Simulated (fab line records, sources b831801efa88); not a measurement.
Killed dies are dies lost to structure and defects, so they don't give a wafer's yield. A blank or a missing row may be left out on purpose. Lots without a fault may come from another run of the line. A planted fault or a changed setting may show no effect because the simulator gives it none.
fab line records | flow sky130
record lots=6 wafers=18 last_day=50
route steps=708 shown METAL2@502 VIA2@507 PAD_OPEN@708
lots that met no fault: from a run of the same line without faults
start_h: hours from the record's first day to the start of the lot's first wafer shown | wait_h: hours since the lot's step before | " the same as in the row above | L1.1+2: a row that stands for several wafers | - no value, or no start given | * or withheld: withheld | < > ~ a bound
route shown NAME@n: a module of which the file shows steps, and the number in the route of the first | usual: mean/standard deviation of fault-free wafers | same: alike in all rows | chamber/n: place in a boat | sites: the reading at each site | _std_site: their standard deviation | _edge_site: outer sites' mean less inner sites' | radius_mm: how far each site lies from the wafer's centre | mask NAME#n: copy n | behind: the tool/chamber that last shaped the wafer | hold: why the lot was held/for how many hours/how that ended | device: the transistor (n, p or np) that didn't switch | end of line: the same wafers' tests at the end of the route | a step without rows: its recipe alone | killed: dies lost to structure and defects at the first sort, not the wafer's yield | map: a wafer's dies, x killed, . not, _ none there
set.NAME: the setting as run; set.NAME@STEP: as run at that earlier step | model.NAME: the simulator's own value behind a step, which no gauge read
lots at some steps of the route; a table a step, a row a wafer
services: from which hour (start_h, from the record's first day; less than 0 if before it) a tool's chamber was out of use, for how many hours, and why
## steps
# step SKY_METAL2_METAL_ETCH_19
# recipe target_depth_a=3600 stop_on=SiO2 over_etch_frac=0.3 time_s=78 chemistry=Cl2/BCl3 resist_sidewall_deg=88 pressure_mtorr=10 icp_w=900 bias_w=48.5 Cl2_flow_sccm=60 bcl3_flow_sccm=30
# usual bcl3_flow_sccm=30.01/0.091 drypump_motor_current_A=5.8/0.36 mfc_cl2_sccm=60.00/0.17 oes_product_au=0.856/0.0061 throttle_valve_pct=22.264/0.0082
# same over_etch_frac=0.3
# columns lot.wafer tool chamber start_h wait_h bcl3_flow_sccm drypump_motor_current_A mfc_cl2_sccm oes_product_au rf_hours_counter_h throttle_valve_pct
L584.1 rie_metal-01 1 877.77 0.0 29.97 6.0 59.94 0.849 1 22.255
L584.2 " 0 " " 30.03 5.1 60.04 0.860 7 22.261
L584.5 " 1 " " 30.01 6.0 59.94 0.857 - 22.261
L586.4 rie_metal-01 0 880.85 0.1 29.92 5.1 59.78 0.851 - 22.257
L586.5 " 0 " " 30.11 5.1 59.84 0.857 - 22.267
L586.6 " 1 " " 29.91 6.0 59.98 0.857 - 22.276
L593.4 rie_metal-01 0 959.03 0.1 30.01 5.1 59.98 0.848 - 22.266
L593.5 " 1 " " 29.93 6.0 60.13 0.858 - 22.262
L593.6 " 0 " " 29.94 5.1 60.19 0.850 - 22.263
L595.1 rie_metal-03 0 960.67 0.0 29.96 6.0 60.46 0.866 7 22.257
L595.2 " 1 " " 30.12 5.8 60.07 0.856 7 22.269
L595.3 " 0 " " 29.95 6.0 60.11 0.859 - 22.241
L594.3 rie_metal-01 0 963.05 0.1 29.92 5.1 59.92 0.851 - 22.269
L594.4 " 1 " " 30.07 6.0 60.02 0.855 - 22.268
L594.6 " 0 " " 30.19 5.1 59.91 0.856 - 22.261
L599.1 rie_metal-01 0 974.87 0.0 30.21 5.1 59.90 0.864 13 22.257
L599.2 " 1 " " 30.01 6.0 59.93 0.853 6 22.262
L599.3 " 1 " " 29.99 6.0 60.09 0.847 - 22.263
# step SKY_METAL2_STRIP_20
# recipe chemistry=O2/N2 power_w=1400 pressure_mtorr=1500 platen_temp_c=withheld o2_flow_sccm=3000 n2_flow_sccm=300 overash_fraction=0.5
# usual drypump_motor_current_A=5.8/0.45 oes_product_au=0.343/0.0053 strip_time_to_endpoint_s=2.70/0.042
# columns lot.wafer tool chamber start_h wait_h drypump_motor_current_A oes_product_au rf_hours_counter_h strip_time_to_endpoint_s
L584.1 plasma_asher-02 1 877.86 0.1 6.2 0.342 75 2.70
L584.2 " 0 " " 5.2 0.346 75 2.68
L584.5 " 1 " " 6.2 0.350 - 2.74
L586.4 plasma_asher-02 1 880.95 0.1 6.2 0.339 - 2.69
L586.5 " 0 " " 5.1 0.344 - 2.72
L586.6 " 1 " " 6.2 0.345 - 2.73
L593.4 plasma_asher-02 0 959.13 0.1 5.1 0.345 - 2.68
L593.5 " 0 " " 5.2 0.342 - 2.70
L593.6 " 1 " " 6.2 0.344 - 2.69
L595.1 plasma_asher-01 1 960.76 0.1 5.5 0.341 22 2.67
L595.2 " 0 " " 5.3 0.347 22 2.62
L595.3 " 1 " " 5.5 0.348 - 2.69
L594.3 plasma_asher-03 1 963.14 0.1 6.2 0.347 - 2.71
L594.4 " 0 " " 6.2 0.341 - 2.74
L594.6 " 0 " " 6.1 0.341 - 2.68
L599.1 plasma_asher-03 0 974.96 0.1 6.2 0.349 111 2.70
L599.2 " 1 " " 6.1 0.351 111 2.68
L599.3 " 0 " " 6.2 0.339 - 2.72
# step SKY_METAL2_STRIP_21
# recipe chemistry=post_etch_residue_remover time_s=1200 temp_c=72.5
# step SKY_METAL2_CLEAN_22
# recipe chemistry=IPA time_s=180 temp_c=25
# step SKY_METAL2_CLEAN_23
# recipe chemistry=O3/DIW dry=n2_spin
# step SKY_VIA2_HDPCVD_00
# recipe material=SiO2 target_thk_nm=1180 sigma_open_frac=0.3 time_s=196.7 temp_c=400 sih4_flow_sccm=60 pressure_mtorr=6
# step SKY_VIA2_THK_MEAS_01
# recipe reads=SiO2_of_VIA2_HDPCVD_00
# usual VIA2_HDPCVD_THK=1184/15
# columns lot.wafer tool chamber start_h wait_h VIA2_HDPCVD_THK[nm]
L584.1 film_metro-02 - 878.61 0.1 1186
L584.2 " - " " 1170
L584.5 " - " " 1186
L586.4 film_metro-02 - 881.67 0.0 1158
L586.5 " - " " 1190
L586.6 " - " " 1174
L593.4 film_metro-03 - 959.85 0.0 1179
L593.5 " - " " 1196
L593.6 " - " " 1179
L595.1 film_metro-03 - 961.47 0.1 1182
L595.2 " - " " 1158
L595.3 " - " " 1180
L594.3 film_metro-02 - 963.84 0.1 1175
L594.4 " - " " 1179
L594.6 " - " " 1179
L599.1 film_metro-04 - 976.00 0.1 1183
L599.2 " - " " 1187
L599.3 " - " " 1204
# step SKY_VIA2_CMP_02
# recipe material=SiO2 down_force_psi=4 platen_rpm=60 pad_velocity_m_s=0.94248
# usual motor_current_A=12.0/1.1 platen_rpm=60.00/0.041 slurry_filter_dp_kPa=13.49/0.14
# columns lot.wafer tool chamber start_h wait_h motor_current_A platen_rpm slurry_filter_dp_kPa
L584.1 cmp-01 0 878.72 0.1 11.0 59.95 13.33
L584.2 " 1 " " 13.6 60.00 13.29
L584.5 " 0 " " 11.4 59.98 13.50
L586.4 cmp-02 2 881.75 0.1 11.1 60.06 13.42
L586.5 " 1 " " 12.4 59.99 13.46
L586.6 " 2 " " 11.6 59.98 13.50
L593.4 cmp-02 1 959.98 0.1 11.3 59.98 13.61
L593.5 " 3 " " 13.7 59.95 13.64
L593.6 " 0 " " 11.8 60.07 13.44
L595.3 cmp-02 3 961.53 0.0 13.7 60.04 13.45
L595.2 " 0 " " 11.6 59.97 13.55
L595.1 " 1 " " 11.4 60.02 13.51
L594.4 cmp-01 0 963.93 0.1 11.7 59.96 13.45
L594.3 " 2 " " 11.8 59.96 13.61
L594.6 " 3 " " 9.7 60.02 13.67
L599.1 cmp-01 1 976.06 0.1 14.4 60.01 13.66
L599.2 " 2 " " 12.4 60.02 13.48
L599.3 " 3 " " 10.2 60.00 13.50
# step SKY_VIA2_BOW_MEAS_03
# recipe mode=bow
# usual VIA2_BOW=87/8
# columns lot.wafer tool chamber start_h wait_h VIA2_BOW[um]
L584.1 film_metro-02 - 878.97 0.2 86
L584.2 " - " " 87
L584.5 " - " " 88
L586.4 film_metro-02 - 882.06 0.3 82
L586.5 " - " " 87
L586.6 " - " " 92
L593.4 film_metro-02 - 960.24 0.2 76
L593.5 " - " " 71
L593.6 " - " " 82
L595.1 film_metro-02 - 961.83 0.1 83
L595.2 " - " " 77
L595.3 " - " " 73
L594.3 film_metro-03 - 964.22 0.1 79
L594.4 " - " " 85
L594.6 " - " " 98
L599.1 film_metro-03 - 976.37 0.3 83
L599.2 " - " " 71
L599.3 " - " " 83
# step SKY_VIA2_DEHYDRATE_04
# recipe temp_c=200 time_s=60
# step SKY_VIA2_HMDS_05
# recipe prime_time_s=60 prime_temp_c=120
# step SKY_VIA2_COAT_06
# recipe resist=BARC temp_c=withheld time_s=withheld spin_rpm=3000 resist_thk_nm=60
# step SKY_VIA2_COAT_07
# recipe resist=KrF-thick spin_rpm=3000 resist_thk_nm=450
# usual spin_speed_rpm=3000.1/2
# columns lot.wafer tool chamber start_h wait_h spin_speed_rpm model.KrF-thick_of_VIA2_COAT_07.thk_nm
L584.1 litho_track-01 0 891 - 2999.8 447
L584.2 " 0 " " 2999.5 447
L584.5 " 0 " " 2997.1 448.7
L586.4 litho_track-02 0 895 - 2997.8 449.6
L586.5 " 0 " " 2995.3 449.1
L586.6 " 0 " " 2999.4 448.7
L593.4 litho_track-02 0 972 - 3066.9 445.2
L593.5 " 0 " " 3065.9 444.2
L593.6 " 0 " " 3066.2 444.7
L595.1 litho_track-01 0 973 - 3001.4 451.1
L595.2 " 0 " " 2998.7 450.6
L595.3 " 0 " " 2999.8 450.8
L594.3 litho_track-02 0 975 - 3069.2 444.2
L594.4 " 0 " " 3067.5 445.4
L594.6 " 0 " " 3071.9 446.7
L599.1 litho_track-01 0 988 - 3000.0 448.7
L599.2 " 0 " " 2997.5 448.4
L599.3 " 0 " " 2997.1 447.9
# step SKY_VIA2_SOFTBAKE_08
# recipe temp_c=100 time_s=90 resist=KrF-thick
# step SKY_VIA2_EXPOSE_09
# recipe mask_id=VIM2 na=0.8 source_shape=annular sigma_inner=0.55 sigma_outer=0.85 target_cd_nm=200 dose_mj=38
# step SKY_VIA2_PEB_10
# recipe peb_temp_c=withheld peb_time_s=withheld resist=KrF-thick
# step SKY_VIA2_DEVELOP_11
# recipe develop_time_s=60 resist=KrF-thick dev_temp_c=21
# step SKY_VIA2_CD_MEAS_12
# recipe target_cd_nm=200
# usual cd_nm=200.5/1.8
# columns lot.wafer tool chamber start_h wait_h cd_nm
L584.1 cd_sem-01 - 904.52 - 201.5
L584.2 " - " " 201.8
L584.5 " - " " 201.2
L586.4 cd_sem-01 - 908.03 - 198.7
L586.5 " - " " 200.4
L586.6 " - " " 200.5
L593.4 cd_sem-01 - 984.31 - 199.0
L593.5 " - " " 199.9
L593.6 " - " " 200.7
L595.1 cd_sem-01 - 986.12 - 201.2
L595.2 " - " " 199.7
L595.3 " - " " 202.4
L594.3 cd_sem-01 - 987.66 - 200.1
L594.4 " - " " 200.9
L594.6 " - " " 198.7
L599.1 cd_sem-01 - 999.85 - 198.6
L599.2 " - " " 196.8
L599.3 " - " " 199.0
# step SKY_VIA2_OVL_MEAS_13
# usual VIA2_OVL=-2/5.8
# columns lot.wafer tool chamber start_h wait_h VIA2_OVL[nm]
L584.1 overlay-01 - 904.64 0.1 -12
L584.2 " - " " -5
L584.5 " - " " -9
L586.4 overlay-01 - 908.11 0.1 -2
L586.5 " - " " -4
L586.6 " - " " -7
L593.4 overlay-01 - 984.39 0.1 -2
L593.5 " - " " -13
L593.6 " - " " -12
L595.1 overlay-01 - 986.24 0.1 9
L595.2 " - " " 8
L595.3 " - " " 12
L594.3 overlay-01 - 987.76 0.1 -8
L594.4 " - " " 5
L594.6 " - " " -8
L599.1 overlay-02 - 999.97 0.1 10
L599.2 " - " " 2
L599.3 " - " " 2
# step SKY_VIA2_ETCH_14
# recipe chemistry=N2/H2 target=BARC ion_energy_ev=200 source_w=500 bias_w=100 pressure_mtorr=30 n2_flow_sccm=100 h2_flow_sccm=200 stop_on=SiO2 time_s=45.9 target_depth_a=600
# usual drypump_motor_current_A=5.5/0.38 oes_product_au=0.855/0.0045 throttle_valve_pct=13.224/0.0084
# columns lot.wafer tool chamber start_h wait_h drypump_motor_current_A oes_product_au rf_hours_counter_h throttle_valve_pct
L584.1 rie_diel-04 2 904.68 0.0 5.1 0.851 19 13.215
L584.2 " 0 " " 5.0 0.853 20 13.234
L584.5 " 1 " " 6.0 0.849 - 13.219
L586.4 rie_diel-01 1 908.13 0.0 5.8 0.855 8 13.218
L586.5 " 1 " " 5.8 0.856 - 13.229
L586.6 " 0 " " 5.4 0.849 - 13.233
L593.4 rie_diel-01 0 984.43 0.0 5.4 0.862 - 13.227
L593.5 " 1 " " 5.8 0.860 - 13.223
L593.6 " 2 " " 4.9 0.856 - 13.233
L595.1 rie_diel-01 2 986.28 0.0 4.9 0.856 15 13.214
L595.2 " 0 " " 5.4 0.861 12 13.227
L595.3 " 1 " " 5.8 0.867 10 13.239
L594.3 rie_diel-01 1 987.80 0.0 5.8 0.844 - 13.223
L594.4 " 2 " " 4.9 0.848 - 13.225
L594.6 " 1 " " 5.8 0.851 - 13.226
L599.1 rie_diel-01 0 1000.01 0.0 5.5 0.855 13 13.226
L599.2 " 1 " " 5.8 0.856 10 13.226
L599.3 " 2 " " 4.9 0.858 16 13.210
# step SKY_VIA2_ETCH_15
# recipe target=SiO2 chemistry=C4F8/O2/Ar target_depth_nm=546 stop_on=TiN mask_material=KrF-thick source_w=1500 bias_w=1200 pressure_mtorr=40 c4f8_flow_sccm=withheld O2_flow_sccm=6 Ar_flow_sccm=300 time_s=84
# usual oes_product_au=0.940/0.0044
# columns lot.wafer tool chamber start_h wait_h oes_product_au rf_hours_counter_h model.KrF-thick_of_VIA2_COAT_07.thk_nm
L584.1 rie_diel-04 2 904.72 0.0 0.932 19 280.3
L584.2 " 0 " " 0.944 20 279
L584.5 " 1 " " 0.937 - 285.3
L586.4 rie_diel-01 1 908.17 0.0 0.937 8 282.4
L586.5 " 1 " " 0.943 - 282.5
L586.6 " 0 " " 0.942 - 280.9
L593.4 rie_diel-01 0 984.48 0.0 0.935 - 277.2
L593.5 " 1 " " 0.934 - 279.5
L593.6 " 2 " " 0.939 - 275.9
L595.1 rie_diel-01 2 986.32 0.0 0.939 15 282.2
L595.2 " 0 " " 0.941 13 284.1
L595.3 " 1 " " 0.941 10 285.8
L594.3 rie_diel-01 1 987.87 0.1 0.940 - 278.5
L594.4 " 2 " " 0.932 - 276.4
L594.6 " 1 " " 0.935 - 279.9
L599.1 rie_diel-01 0 1000.05 0.0 0.938 13 282.1
L599.2 " 1 " " 0.938 10 281.7
L599.3 " 2 " " 0.944 16 279.5
# step SKY_VIA2_STRIP_16
# recipe chemistry=O2/N2 power_w=1400 pressure_mtorr=1500 platen_temp_c=withheld o2_flow_sccm=3000 n2_flow_sccm=300 overash_fraction=0.5
# usual drypump_motor_current_A=5.9/0.42 oes_product_au=0.399/0.0047 strip_time_to_endpoint_s=4.05/0.03
# columns lot.wafer tool chamber start_h wait_h drypump_motor_current_A oes_product_au rf_hours_counter_h strip_time_to_endpoint_s
L584.1 plasma_asher-02 1 904.78 0.0 6.2 0.398 78 4.01
L584.2 " 0 " " 5.1 0.395 78 3.99
L584.5 " 0 " " 5.1 0.400 - 4.06
L586.4 plasma_asher-04 0 908.27 0.1 5.8 0.388 - 4.04
L586.5 " 1 " " 6.0 0.400 - 4.05
L586.6 " 0 " " 5.7 0.399 - 4.04
L593.4 plasma_asher-02 0 984.55 0.0 5.1 0.392 - 3.98
L593.5 " 1 " " 6.2 0.400 - 3.99
L593.6 " 0 " " 5.1 0.397 - 3.96
L595.1 plasma_asher-02 1 986.38 0.0 6.2 0.396 87 4.05
L595.2 " 0 " " 5.1 0.407 87 4.05
L595.3 " 0 " " 5.1 0.401 - 4.07
L594.3 plasma_asher-03 0 987.97 0.1 6.2 0.399 - 3.99
L594.4 " 1 " " 6.2 0.390 - 3.97
L594.6 " 0 " " 6.2 0.393 - 4.01
L599.1 plasma_asher-02 0 1000.11 0.0 5.1 0.394 88 4.04
L599.2 " 1 " " 6.2 0.395 88 4.03
L599.3 " 1 " " 6.2 0.399 - 4.01
# step SKY_PAD_OPEN_PROBE_99
# usual defect_limited_yield=82.1/1.7 killed_at_M0_to_M3=44/6.4 killed_at_M4_up=3.0/1.8 killed_at_contacts=24/5 killed_at_front_end=16/4.3 killed_at_other=0.4/0.76 killed_dies=88/8.6 killed_on_rim=18/4 killed_open=47/7.2 killed_short=40/5.5 sort_bin_3_pad_short=0.9/0.44 sort_bin_5_function=10.6/1.5 sort_bin_6_memory=6.4/1.2 sort_n_pass=404/8.6 sort_yield_pct=82.1/1.7
# same gross_dies=492 killed_at_back_side=0 sort_bin_4_leakage[%]=0 sort_bin_8_speed[%]=0
# columns lot.wafer tool chamber start_h wait_h defect_limited_yield[%] killed_at_M0_to_M3 killed_at_M4_up killed_at_contacts killed_at_front_end killed_at_other killed_dies killed_on_rim killed_open killed_short sort_bin_3_pad_short[%] sort_bin_5_function[%] sort_bin_6_memory[%] sort_n_pass sort_yield_pct[%]
L584.1 prober-02 - 1119.43 0.1 82.1 44 7 20 16 1 88 17 41 46 1.6 10.4 5.9 404 82.1
L584.2 prober-02 - 1119.48 0.1 80.3 51 5 25 16 0 97 9 52 45 1.0 12.4 6.3 395 80.3
L584.5 prober-02 - 1119.63 0.2 83.9 33 3 19 23 1 79 17 42 37 1.8 8.3 5.9 413 83.9
L586.4 prober-02 - 1125.05 0.2 81.7 42 3 21 24 0 90 14 43 47 0.8 10.6 6.9 402 81.7
L586.5 prober-02 - 1125.10 0.2 83.9 43 4 22 10 0 79 21 40 39 0.6 8.3 7.1 413 83.9
L586.6 prober-02 - 1125.15 0.2 83.9 38 3 23 15 0 79 20 42 36 0.6 12.2 3.3 413 83.9
L595.1 prober-02 - 1180.17 0.1 81.9 38 1 27 23 0 89 21 49 40 0.6 12.0 5.5 403 81.9
L595.2 prober-02 - 1180.22 0.1 77.6 54 3 33 19 1 110 21 63 47 0.6 13.0 8.7 382 77.6
L595.3 prober-02 - 1180.27 0.2 82.3 43 2 21 21 0 87 19 44 43 1.6 9.1 6.9 405 82.3
L593.4 prober-01 - 1180.21 0.2 84.1 41 0 23 14 0 78 17 41 37 1.4 8.9 5.5 414 84.1
L593.5 prober-01 - 1180.26 0.2 82.9 32 2 21 26 3 84 19 48 33 1.0 12.8 3.3 408 82.9
L593.6 prober-01 - 1180.31 0.2 81.3 47 1 23 21 0 92 11 48 43 0.6 11.4 6.7 400 81.3
L594.3 prober-01 - 1181.66 0.2 85.0 36 4 20 14 0 74 10 38 35 0.6 9.1 5.3 418 85.0
L594.4 prober-01 - 1181.71 0.2 83.1 40 2 24 17 0 83 18 47 36 1.0 10.0 5.9 409 83.1
L594.6 prober-01 - 1181.81 0.2 79.9 50 4 31 14 0 99 21 60 38 0.4 12.2 7.5 393 79.9
L599.1 prober-01 - 1191.87 0.1 81.9 46 3 22 17 1 89 21 43 45 1.4 10.8 5.9 403 81.9
L599.2 prober-01 - 1191.92 0.1 83.5 44 6 22 9 0 81 16 40 41 1.2 9.1 6.1 411 83.5
L599.3 prober-01 - 1191.97 0.2 83.1 43 2 19 16 3 83 14 42 39 0.6 11.4 4.9 409 83.1
# killed by level:class
L584.1 VIA2:geometric_particle:open=9 LI_CONTACT:geometric_particle:open=7 VIA1:geometric_particle:open=7 VIA1:geometric_particle:short=6 METAL4:geometric_particle:short=6 METAL1:geometric_particle:short=6 CONTACT:geometric_particle:open=6 FIELD_ISO:geometric_particle:short=5
L584.2 CONTACT:geometric_particle:open=12 VIA1:geometric_particle:open=8 VIA2:geometric_particle:open=8 METAL3:geometric_particle:short=7 METAL2:geometric_particle:short=7 VIA2:geometric_particle:short=7 LI_CONTACT:geometric_particle:open=6 VIA3:geometric_particle:open=4
L584.5 CONTACT:geometric_particle:open=11 POLY_GATE:geometric_particle:open=6 VIA3:geometric_particle:open=6 FIELD_ISO:geometric_particle:short=5 VIA1:geometric_particle:open=5 FIELD_ISO:geometric_particle:open=4 METAL3:geometric_particle:short=4 VIA3:geometric_particle:short=4
L586.4 VIA1:geometric_particle:open=13 METAL1:geometric_particle:short=9 CONTACT:geometric_particle:short=7 POLY_GATE:geometric_particle:short=6 POLY_GATE:geometric_particle:open=6 VIA3:geometric_particle:open=6 LI_CONTACT:geometric_particle:open=5 VIA1:geometric_particle:short=5
L586.5 CONTACT:geometric_particle:open=10 VIA1:geometric_particle:open=7 CONTACT:geometric_particle:short=6 METAL2:geometric_particle:short=6 METAL1:geometric_particle:short=5 METAL3:geometric_particle:short=5 VIA3:geometric_particle:short=4 VIA1:geometric_particle:short=4
L586.6 VIA1:geometric_particle:open=10 CONTACT:geometric_particle:open=9 CONTACT:geometric_particle:short=7 FIELD_ISO:geometric_particle:open=5 METAL1:geometric_particle:short=5 VIA3:geometric_particle:open=5 POLY_GATE:geometric_particle:open=4 METAL2:geometric_particle:short=4
L595.1 VIA1:geometric_particle:open=10 VIA3:geometric_particle:open=10 FIELD_ISO:geometric_particle:open=8 LOCAL_INTERCONNECT:geometric_particle:short=7 CONTACT:geometric_particle:short=6 CONTACT:geometric_particle:open=6 LI_CONTACT:geometric_particle:open=5 VIA3:geometric_particle:short=5
L593.4 VIA1:geometric_particle:open=11 CONTACT:geometric_particle:open=8 LI_CONTACT:geometric_particle:open=6 VIA2:geometric_particle:open=6 METAL1:geometric_particle:short=6 VIA3:geometric_particle:open=6 FIELD_ISO:geometric_particle:short=5 LI_CONTACT:geometric_particle:short=4
L595.2 LI_CONTACT:geometric_particle:open=16 VIA1:geometric_particle:open=15 POLY_GATE:geometric_particle:short=8 CONTACT:geometric_particle:open=8 METAL2:geometric_particle:short=8 VIA1:geometric_particle:short=7 VIA2:geometric_particle:open=7 METAL1:geometric_particle:short=6
L593.5 POLY_GATE:geometric_particle:open=9 CONTACT:geometric_particle:open=9 VIA1:geometric_particle:open=6 VIA2:geometric_particle:open=6 POLY_GATE:geometric_particle:short=5 LI_CONTACT:geometric_particle:open=4 CONTACT:geometric_particle:short=4 VIA3:geometric_particle:short=4
L595.3 VIA3:geometric_particle:open=8 VIA1:geometric_particle:open=8 VIA2:geometric_particle:short=8 LI_CONTACT:geometric_particle:open=7 LOCAL_INTERCONNECT:geometric_particle:short=7 FIELD_ISO:geometric_particle:short=6 FIELD_ISO:geometric_particle:open=5 POLY_GATE:geometric_particle:open=4
L593.6 VIA1:geometric_particle:open=8 CONTACT:geometric_particle:open=8 VIA2:geometric_particle:open=7 VIA3:geometric_particle:open=7 METAL1:geometric_particle:short=6 LOCAL_INTERCONNECT:geometric_particle:short=5 CONTACT:geometric_particle:short=5 VIA1:geometric_particle:short=4
L594.3 LI_CONTACT:geometric_particle:short=7 VIA3:geometric_particle:open=7 VIA1:geometric_particle:open=6 POLY_GATE:geometric_particle:open=5 LI_CONTACT:geometric_particle:open=5 VIA2:geometric_particle:open=5 VIA3:geometric_particle:short=5 POLY_GATE:geometric_particle:short=4
L594.4 LI_CONTACT:geometric_particle:open=9 METAL2:geometric_particle:short=8 VIA2:geometric_particle:open=8 VIA1:geometric_particle:open=7 CONTACT:geometric_particle:open=6 POLY_GATE:geometric_particle:open=5 POLY_GATE:geometric_particle:short=5 VIA3:geometric_particle:open=5
L594.6 VIA2:geometric_particle:open=15 CONTACT:geometric_particle:open=14 VIA1:geometric_particle:open=9 LI_CONTACT:geometric_particle:open=7 LOCAL_INTERCONNECT:geometric_particle:short=7 VIA3:geometric_particle:open=4 METAL2:geometric_particle:short=4 VIA3:geometric_particle:short=4
L599.1 VIA1:geometric_particle:open=10 LI_CONTACT:geometric_particle:open=9 VIA1:geometric_particle:short=8 VIA3:geometric_particle:open=7 METAL2:geometric_particle:short=6 LOCAL_INTERCONNECT:geometric_particle:short=5 METAL1:geometric_particle:short=5 VIA2:geometric_particle:open=5
L599.2 VIA1:geometric_particle:open=10 LI_CONTACT:geometric_particle:open=9 METAL2:geometric_particle:short=7 VIA3:geometric_particle:open=6 VIA1:geometric_particle:short=5 LOCAL_INTERCONNECT:geometric_particle:short=4 METAL4:geometric_particle:short=4 LI_CONTACT:geometric_particle:short=3
L599.3 VIA1:geometric_particle:open=11 CONTACT:geometric_particle:open=7 METAL2:geometric_particle:short=7 VIA2:geometric_particle:open=7 FIELD_ISO:geometric_particle:short=6 METAL1:geometric_particle:short=6 LI_CONTACT:geometric_particle:open=5 LOCAL_INTERCONNECT:geometric_particle:short=4
## services
# columns tool chamber start_h hours kind
cmp-02 - 855.57 0.8 repair
rie_metal-03 1 859.73 4.3 repair
rie_diel-01 - 865.89 28.6 repair
cmp-02 - 875.83 0.6 repair
plasma_asher-01 - 882.11 1.3 repair
rie_metal-03 - 884.77 4.0 pm
rie_diel-04 2 905.08 8.6 repair
cmp-02 - 912.00 4.0 pm
cmp-02 - 916.00 - consumable_replace:conditioner
cmp-02 - 916.00 - consumable_replace:pad
rie_diel-04 0 918.25 3.0 repair
cmp-01 - 922.22 2.5 repair
cmp-02 - 929.32 0.3 repair
rie_metal-01 - 942.61 0.2 repair
plasma_asher-03 - 947.70 14.6 pm
cmp-01 - 950.25 5.6 pm
rie_diel-01 1 965.47 10.7 repair
rie_diel-01 3 969.45 20.5 repair
cmp-01 - 972.54 0.9 repair
rie_diel-01 1 977.86 4.1 repair
rie_diel-01 0 986.86 6.9 repair
cmp-02 - 988.06 0.8 repair
## key
first_sign step=SKY_VIA2_COAT_07 reading=spin_speed_rpm direction=up sigmas=34 usual=3000.1 struck=3067.9
effect none on later readings
model_effect step=SKY_VIA2_COAT_07 value=KrF-thick_of_VIA2_COAT_07.thk_nm without=450 struck=445.1
model_effect step=SKY_VIA2_ETCH_15 value=KrF-thick_of_VIA2_COAT_07.thk_nm without=282.8 struck=277.9
met_at SKY_VIA2_COAT_07
struck_wafers L593.4,L593.5,L593.6,L594.3,L594.4,L594.6
onset_between 895 972
fault kind=process_parameter_drift tool=litho_track-02 chamber=- onset_h=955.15 steps=SKY_VIA2_COAT_07 channel=spin_rpm offset=66.967 shape=step end_h=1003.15 acts_in=these_recipes_only stated=3000
